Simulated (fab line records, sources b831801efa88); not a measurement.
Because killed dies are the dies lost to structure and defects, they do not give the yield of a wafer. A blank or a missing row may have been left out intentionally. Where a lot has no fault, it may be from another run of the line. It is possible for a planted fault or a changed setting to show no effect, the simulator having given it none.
Which tool is to blame? ; flow gf180mcu ; 18 wafers from 6 lots sampled at 2 of the route's 602 steps

WHAT EACH GAUGE READ, for each wafer
GF_DUAL_GATE_THK_MEAS_03.
lot;measured;on;DUAL_GATE_OXIDATION_00_THK (nm)
L610;day 9 01:10;filmMetro-03;11.03 11.03 11.12
L612;day 9 16:31;filmMetro-01;11.01 11.18 10.97
L618;day 11 12:33;filmMetro-01;10.94 10.88 10.77
L624;day 13 01:21;filmMetro-02;8.98 8.86 8.85
L626;day 13 16:09;filmMetro-02;10.97 11.06 10.95
L630;day 14 18:38;filmMetro-02;11.00 10.88 10.84

EACH LOT AND THE TOOL THAT RAN IT (in order: tool; ch and the chambers of the sampled wafers; start)
lot;GF_DUAL_GATE_OXIDATION_02
L610;furnace-02 ch 0, day 8 23:44
L612;furnace-02 ch 0, day 9 15:04
L618;furnace-01 ch 0, day 11 11:05
L624;furnace-02 ch 0, day 12 23:53
L626;furnace-01 ch 0, day 13 14:40
L630;furnace-01 ch 0, day 14 17:11
- GF_DUAL_GATE_OXIDATION_02: stabilise 600 s, purge 300 s, target thk 10.887 nm.

THE ANSWER, worked out from the rows above alone
Rule: what is usual is taken from the lots themselves. Put in order of their means at a reading, lots are off if they are a third of the lots or fewer, leave a main group of 4 or more, and stand apart from it by a gap of 3 or more times the standard deviation of the main group's means; of several such gaps the widest counts. A main group whose means are all the same, to the digits that the tables above print for the reading, isn't used. A lot without any number at a reading at which 4 lots or more have one is off too. All remaining lots with rows at the step are treated as sound.
Off: L624, at GF_DUAL_GATE_THK_MEAS_03 (DUAL_GATE_OXIDATION_00_THK). Main group: mean 10.98 nm, sd 0.079.
If a tool, at a process step before that reading, ran all the lots that are off and no sound lot after the first of them, it fits. Those tools and the gauges at GF_DUAL_GATE_THK_MEAS_03 are tried in the same way. One fits: furnace-02 at GF_DUAL_GATE_OXIDATION_02. A fault onset in the window from L612 (day 9 15:04, its last sound lot) to L624 (day 12 23:53, its first lot off) fits.

WHAT THE SIMULATOR PUT IN
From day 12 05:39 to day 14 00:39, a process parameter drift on furnace-02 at GF_DUAL_GATE_OXIDATION_02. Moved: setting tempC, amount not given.
Shown lots that were struck: L624. The rule above found the same.
